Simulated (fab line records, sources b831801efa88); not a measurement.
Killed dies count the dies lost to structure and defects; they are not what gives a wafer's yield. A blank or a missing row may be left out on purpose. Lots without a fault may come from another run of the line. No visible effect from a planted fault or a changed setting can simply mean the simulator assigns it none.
One fault through the eyes of 2 desks / flow gf180mcu / numbers are kept per desk, each desk with only its own; the story behind them comes last

## AT THE TOOL OWNER'S DESK: pecvd-04
The tool's own readings at GF_V2_CVD_02 (deposits SiO2 from TEOS, target thk 850 nm, time 94.851 s): means of the sampled wafers that have a number, for each lot that ran on this tool. The brackets show how far a lot's mean lies from the usual mean; more than 4 standard deviations puts the lot out of limits, marked OUT.
Columns: A = heater_power_w at GF_V2_CVD_02, usual 673 W
lot=L803; first seen here=day 19 00:32; A=639
lot=L812; first seen here=day 22 13:07; A=604
lot=L815; first seen here=day 23 19:31; A=684
lot=L825; first seen here=day 26 21:29; A=644
lot=L826; first seen here=day 26 22:40; A=694
This desk's verdict: no lot among the 5 shows anything out of limits.

## AT THE METROLOGY DESK
Means of the sampled wafers that have a number, per lot and without regard to the tool the lot ran on: this is what the gauges read. The brackets show how far a lot's mean lies from the usual mean; more than 4 standard deviations puts the lot out of limits, marked OUT.
Columns: A = V1_CVD_02_THK at GF_V1_THK_MEAS_03, usual 848 nm; B = V2_CVD_02_THK at GF_V2_THK_MEAS_03, usual 851 nm; C = V2_OVL at GF_V2_OVL_MEAS_15, usual 0 nm
lot=L803; first seen here=day 16 23:04; A=849; B=857; C=-6
lot=L804; first seen here=day 17 06:34; A=843; B=853; C=9
lot=L806; first seen here=day 18 12:10; A=860; B=853; C=-2
lot=L807; first seen here=day 18 16:32; A=842; B=850; C=1
lot=L812; first seen here=day 20 08:30; A=858; B=782 (-5.8) OUT; C=8
lot=L815; first seen here=day 21 18:53; A=852; B=784 (-5.6) OUT; C=1
lot=L818; first seen here=day 22 20:26; A=838; B=843; C=-1
lot=L822; first seen here=day 23 22:24; A=848; B=846; C=-9
lot=L823; first seen here=day 24 04:40; A=854; B=847; C=4
lot=L824; first seen here=day 24 14:43; A=849; B=851; C=-1
lot=L825; first seen here=day 24 23:32; A=859; B=859; C=3
lot=L826; first seen here=day 25 01:14; A=863; B=857; C=-6
Finding of this desk: L812, L815 out of limits, first seen on L812 at day 22 13:11 (V2_CVD_02_THK at GF_V2_THK_MEAS_03). Within limits: L803, L804, L806, L807, L818, L822, L823, L824, L825, L826.

## BROUGHT TOGETHER
At day 22 13:11 the metrology desk could have sounded an alarm, on L812, L815.
The tool owner's desk saw nothing out of limits.
On record at the tool owner's desk: L812, L815, within its limits.
All the named lots went through GF_V2_CVD_02 on pecvd-04.

## WHAT THE SIMULATOR HAD INSERTED
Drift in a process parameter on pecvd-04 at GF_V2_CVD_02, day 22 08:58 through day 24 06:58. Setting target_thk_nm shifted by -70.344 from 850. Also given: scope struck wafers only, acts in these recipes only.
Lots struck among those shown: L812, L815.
Per desk, hours elapsed from the start of the fault to the first reading out of limits: for the metrology desk, 4.
